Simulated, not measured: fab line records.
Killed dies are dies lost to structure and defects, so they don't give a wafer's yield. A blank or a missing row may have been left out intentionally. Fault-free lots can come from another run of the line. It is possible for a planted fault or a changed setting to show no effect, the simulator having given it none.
fab line records -- flow sky130
[record] lots = 15, wafers = 45, last_day = 50
route steps=708 shown PWDE@52 VT_ADJUST_HVTP@90 VT_ADJUST_LVTN@107
lots with no fault: from the same line, run without faults
start_h: hours from the record's first day to the start of the lot's first wafer shown -- wait_h: how many hours have passed since the lot's step before this one -- " identical to the entry in the row above -- L1.1+2: several wafers, shown together as one row -- - no value, or no start was given -- * or withheld: withheld -- < > ~ a bound
route shown NAME@n: a module of which the file shows steps, and the number in the route of the first -- usual: average and standard deviation across the fault-free wafers -- same: alike in all rows -- chamber/n: place in a boat -- sites: each site's reading -- _std_site: standard deviation across them -- _edge_site: inner sites' mean taken away from outer sites' mean -- radius_mm: for every site, how far away it sits from the centre of the wafer -- mask NAME#n: copy n -- behind: the most recent tool/chamber to have shaped the wafer -- hold: why the lot went on hold/how many hours it stayed there/how the hold came to an end -- device: which transistor (n, p or np) failed to switch -- end of line: at the end of the route, the tests of the same wafers -- a step given without rows: its recipe and nothing more -- killed: dies lost to structure and defects at the first sort, not the wafer's yield -- map: per-die view of a wafer (x killed, . not killed, _ where there is no die)
set.NAME: the setting that was run; set.NAME@STEP: the one run at that earlier step -- model.NAME: the simulator's own value behind a step, which no gauge read
steps of the route over a sample of lots; a table a step, a row a wafer
[[steps]]
[step SKY_PWDE_OVL_MEAS_07]
[usual] PWDE_OVL = -0.2/1.3
lot.wafer,tool,chamber,start_h,wait_h,PWDE_OVL[nm]
L316.1,overlay-01,-,66.65,-,-1.2
L316.3,overlay-01,-,66.65,-,-2.0
L316.6,overlay-01,-,66.65,-,-1.0
L317.2,overlay-02,-,73.38,-,-0.4
L317.3,overlay-02,-,73.38,-,-0.7
L317.6,overlay-02,-,73.38,-,0.8
L319.2,overlay-02,-,83.93,-,0.4
L319.4,overlay-02,-,83.93,-,-0.5
L319.6,overlay-02,-,83.93,-,-2.1
L320.2,overlay-01,-,89.08,-,2.8
L320.4,overlay-01,-,89.08,-,2.7
L320.5,overlay-01,-,89.08,-,2.1
L322.2,overlay-01,-,104.38,-,-2.2
L322.5,overlay-01,-,104.38,-,-1.0
L322.6,overlay-01,-,104.38,-,0.2
L324.1,overlay-02,-,114.48,-,-1.7
L324.2,overlay-02,-,114.48,-,0.6
L324.3,overlay-02,-,114.48,-,0.3
L331.1,overlay-02,-,158.12,-,0.9
L331.3,overlay-02,-,158.12,-,-0.8
L331.5,overlay-02,-,158.12,-,-0.8
L332.3,overlay-01,-,165.19,-,0.5
L332.5,overlay-01,-,165.19,-,0.5
L332.6,overlay-01,-,165.19,-,1.6
L333.2,overlay-02,-,170.38,-,-2.3
L333.3,overlay-02,-,170.38,-,-1.2
L333.5,overlay-02,-,170.38,-,-1.7
L334.2,overlay-01,-,177.43,-,0.7
L334.3,overlay-01,-,177.43,-,-0.6
L334.6,overlay-01,-,177.43,-,-0.5
L335.2,overlay-01,-,179.58,-,-0.4
L335.5,overlay-01,-,179.58,-,-0.1
L335.6,overlay-01,-,179.58,-,-1.6
L336.1,overlay-02,-,185.45,-,0.1
L336.4,overlay-02,-,185.45,-,0.1
L336.5,overlay-02,-,185.45,-,-0.4
L337.2,overlay-02,-,188.88,-,-2.2
L337.4,overlay-02,-,188.88,-,-3.1
L337.5,overlay-02,-,188.88,-,-1.6
L339.1,overlay-02,-,197.50,-,-0.7
L339.3,overlay-02,-,197.50,-,-0.3
L339.6,overlay-02,-,197.50,-,-0.1
L338.1,overlay-01,-,198.63,-,0.5
L338.5,overlay-01,-,198.63,-,2.4
L338.6,overlay-01,-,198.63,-,0.8
[step SKY_PWDE_TW_MEAS_10]
[usual] PWDE_TW = 377/3.3
lot.wafer,tool,chamber,start_h,wait_h,PWDE_TW
L316.1,film_metro-04,-,66.94,0.1,372
L316.3,film_metro-04,-,66.94,0.1,372
L316.6,film_metro-04,-,66.94,0.1,370
L317.2,film_metro-03,-,73.67,0.1,377
L317.3,film_metro-03,-,73.67,0.1,379
L317.6,film_metro-03,-,73.67,0.1,377
L319.2,film_metro-04,-,84.22,0.1,375
L319.4,film_metro-04,-,84.22,0.1,373
L319.6,film_metro-04,-,84.22,0.1,372
L320.2,film_metro-03,-,89.37,0.1,377
L320.4,film_metro-03,-,89.37,0.1,377
L320.5,film_metro-03,-,89.37,0.1,379
L322.2,film_metro-02,-,104.67,0.1,381
L322.5,film_metro-02,-,104.67,0.1,383
L322.6,film_metro-02,-,104.67,0.1,380
L324.1,film_metro-02,-,114.76,0.1,380
L324.2,film_metro-02,-,114.76,0.1,378
L324.3,film_metro-02,-,114.76,0.1,381
L331.1,film_metro-02,-,158.41,0.1,380
L331.3,film_metro-02,-,158.41,0.1,382
L331.5,film_metro-02,-,158.41,0.1,381
L332.3,film_metro-02,-,165.48,0.1,383
L332.5,film_metro-02,-,165.48,0.1,382
L332.6,film_metro-02,-,165.48,0.1,381
L333.2,film_metro-02,-,170.67,0.1,378
L333.3,film_metro-02,-,170.67,0.1,379
L333.5,film_metro-02,-,170.67,0.1,379
L334.2,film_metro-02,-,177.72,0.1,378
L334.3,film_metro-02,-,177.72,0.1,379
L334.6,film_metro-02,-,177.72,0.1,380
L335.2,film_metro-03,-,179.87,0.1,374
L335.5,film_metro-03,-,179.87,0.1,376
L335.6,film_metro-03,-,179.87,0.1,374
L336.1,film_metro-02,-,185.74,0.1,378
L336.4,film_metro-02,-,185.74,0.1,379
L336.5,film_metro-02,-,185.74,0.1,377
L337.2,film_metro-03,-,189.17,0.1,374
L337.4,film_metro-03,-,189.17,0.1,374
L337.5,film_metro-03,-,189.17,0.1,377
L339.1,film_metro-04,-,197.79,0.1,372
L339.3,film_metro-04,-,197.79,0.1,370
L339.6,film_metro-04,-,197.79,0.1,373
L338.1,film_metro-02,-,198.91,0.1,378
L338.5,film_metro-02,-,198.91,0.1,379
L338.6,film_metro-02,-,198.91,0.1,381
[step SKY_VT_ADJUST_HVTP_PEB_05]
[recipe] temp_c = withheld, time_s = *, resist = NOVOLAK
[usual] chill_plate_temp_C = *, exhaust_pa = 45.1/0.82
lot.wafer,tool,chamber,start_h,wait_h,chill_plate_temp_C,exhaust_pa
L316.1,litho_track-03,0,119.37,-,*,43.4
L316.3,litho_track-03,0,119.37,-,*,44.6
L316.6,litho_track-03,0,119.37,-,*,44.5
L317.2,litho_track-03,0,125.50,-,*,45.9
L317.3,litho_track-03,0,125.50,-,*,45.0
L317.6,litho_track-03,0,125.50,-,*,45.1
L319.2,litho_track-04,0,138.07,-,*,44.7
L319.4,litho_track-04,0,138.07,-,*,44.6
L319.6,litho_track-04,0,138.07,-,*,44.5
L320.2,litho_track-03,0,143.90,-,*,45.1
L320.4,litho_track-03,0,143.90,-,*,45.0
L320.5,litho_track-03,0,143.90,-,*,46.9
L322.2,litho_track-01,0,160.05,-,*,44.7
L322.5,litho_track-01,0,160.05,-,*,45.4
L322.6,litho_track-01,0,160.05,-,*,45.7
L324.1,litho_track-01,0,170.48,-,*,44.4
L324.2,litho_track-01,0,170.48,-,*,45.2
L324.3,litho_track-01,0,170.48,-,*,45.2
L331.1,litho_track-03,-,222.22,-,-,-
L331.3,litho_track-03,-,222.22,-,-,-
L331.5,litho_track-03,-,222.22,-,-,-
L332.3,litho_track-04,-,230.64,-,-,-
L332.5,litho_track-04,-,230.64,-,-,-
L332.6,litho_track-04,-,230.64,-,-,-
L333.2,litho_track-04,-,236.72,-,-,-
L333.3,litho_track-04,-,236.72,-,-,-
L333.5,litho_track-04,-,236.72,-,-,-
L334.2,litho_track-01,0,244.40,-,*,44.6
L334.3,litho_track-01,0,244.40,-,*,43.7
L334.6,litho_track-01,0,244.40,-,*,44.2
L335.2,litho_track-03,0,248.30,-,*,45.9
L335.5,litho_track-03,0,248.30,-,*,45.9
L335.6,litho_track-03,0,248.30,-,*,46.3
L336.1,litho_track-03,0,253.47,-,*,45.5
L336.4,litho_track-03,0,253.47,-,*,45.3
L336.5,litho_track-03,0,253.47,-,*,43.7
L337.2,litho_track-01,0,256.70,-,*,44.8
L337.4,litho_track-01,0,256.70,-,*,45.1
L337.5,litho_track-01,0,256.70,-,*,45.1
L339.1,litho_track-03,0,265.42,-,*,45.4
L339.3,litho_track-03,0,265.42,-,*,45.3
L339.6,litho_track-03,0,265.42,-,*,44.6
L338.1,litho_track-04,0,267.94,-,*,45.2
L338.5,litho_track-04,0,267.94,-,*,44.0
L338.6,litho_track-04,0,267.94,-,*,43.8
[step SKY_VT_ADJUST_LVTN_TW_MEAS_10]
[usual] VT_ADJUST_LVTN_TW = 241.9/2.9
lot.wafer,tool,chamber,start_h,wait_h,VT_ADJUST_LVTN_TW
L316.1,film_metro-01,-,138.51,0.1,239.1
L316.3,film_metro-01,-,138.51,0.1,238.8
L316.6,film_metro-01,-,138.51,0.1,239.9
L317.2,film_metro-02,-,145.10,0.1,245.9
L317.3,film_metro-02,-,145.10,0.1,245.2
L317.6,film_metro-02,-,145.10,0.1,246.5
L319.2,film_metro-02,-,158.84,0.1,245.7
L319.4,film_metro-02,-,158.84,0.1,246.9
L319.6,film_metro-02,-,158.84,0.1,245.8
L320.2,film_metro-01,-,163.80,0.1,238.6
L320.4,film_metro-01,-,163.80,0.1,240.1
L320.5,film_metro-01,-,163.80,0.1,240.4
L322.2,film_metro-01,-,181.39,0.1,237.2
L322.5,film_metro-01,-,181.39,0.1,238.0
L322.6,film_metro-01,-,181.39,0.1,238.9
L324.1,film_metro-01,-,192.53,0.1,239.2
L324.2,film_metro-01,-,192.53,0.1,237.3
L324.3,film_metro-01,-,192.53,0.1,238.8
L331.1,film_metro-02,-,246.03,0.1,244.4
L331.3,film_metro-02,-,246.03,0.1,244.3
L331.5,film_metro-02,-,246.03,0.1,243.0
L332.3,film_metro-04,-,254.90,0.1,240.7
L332.5,film_metro-04,-,254.90,0.1,240.6
L332.6,film_metro-04,-,254.90,0.1,239.7
L333.2,film_metro-01,-,261.62,0.1,238.6
L333.3,film_metro-01,-,261.62,0.1,239.9
L333.5,film_metro-01,-,261.62,0.1,238.1
L334.2,film_metro-01,-,268.92,0.1,239.1
L334.3,film_metro-01,-,268.92,0.1,240.5
L334.6,film_metro-01,-,268.92,0.1,238.2
L335.2,film_metro-02,-,273.27,0.1,244.4
L335.5,film_metro-02,-,273.27,0.1,243.8
L335.6,film_metro-02,-,273.27,0.1,245.3
L336.1,film_metro-02,-,277.68,0.1,244.9
L336.4,film_metro-02,-,277.68,0.1,245.0
L336.5,film_metro-02,-,277.68,0.1,243.8
L337.2,film_metro-02,-,282.02,0.1,244.7
L337.4,film_metro-02,-,282.02,0.1,245.6
L337.5,film_metro-02,-,282.02,0.1,245.0
L339.1,film_metro-02,-,289.51,0.1,245.4
L339.3,film_metro-02,-,289.51,0.1,245.1
L339.6,film_metro-02,-,289.51,0.1,245.9
L338.1,film_metro-04,-,293.21,0.1,240.7
L338.5,film_metro-04,-,293.21,0.1,240.4
L338.6,film_metro-04,-,293.21,0.1,241.9
[[key]]
[first_sign] step = SKY_VT_ADJUST_HVTP_PEB_05, reading = tool_record, direction = missing
effect none on later readings
met_at SKY_VT_ADJUST_HVTP_PEB_05
struck_lots L331,L332,L333
sort_left_out L331.1,L331.3,L331.5,L332.3,L332.5,L332.6,L333.2,L333.3,L333.5
tester_left_out L331,L332,L333
not_acting_at SKY_PWDE_OVL_MEAS_07,SKY_PWDE_TW_MEAS_10,SKY_VT_ADJUST_LVTN_TW_MEAS_10
onset_between 143.90 222.22
[fault] kind = skipped_step_whole, tool = litho_track-03,litho_track-04, chamber = -, onset_h = 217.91, steps = SKY_VT_ADJUST_HVTP_PEB_05, scope = struck_lots_only
// tester_left_out: of these lots the tester's yield and bins aren't shown, on N5 and GAA mostly nor the transistor test; their killed dies are dies lost to structure and defects alone, not to doping, threshold or leakage, so they don't give the yield
// sort_left_out: the simulated sort isn't trusted on such a fault, so these wafers' sort isn't shown, and their yield isn't known
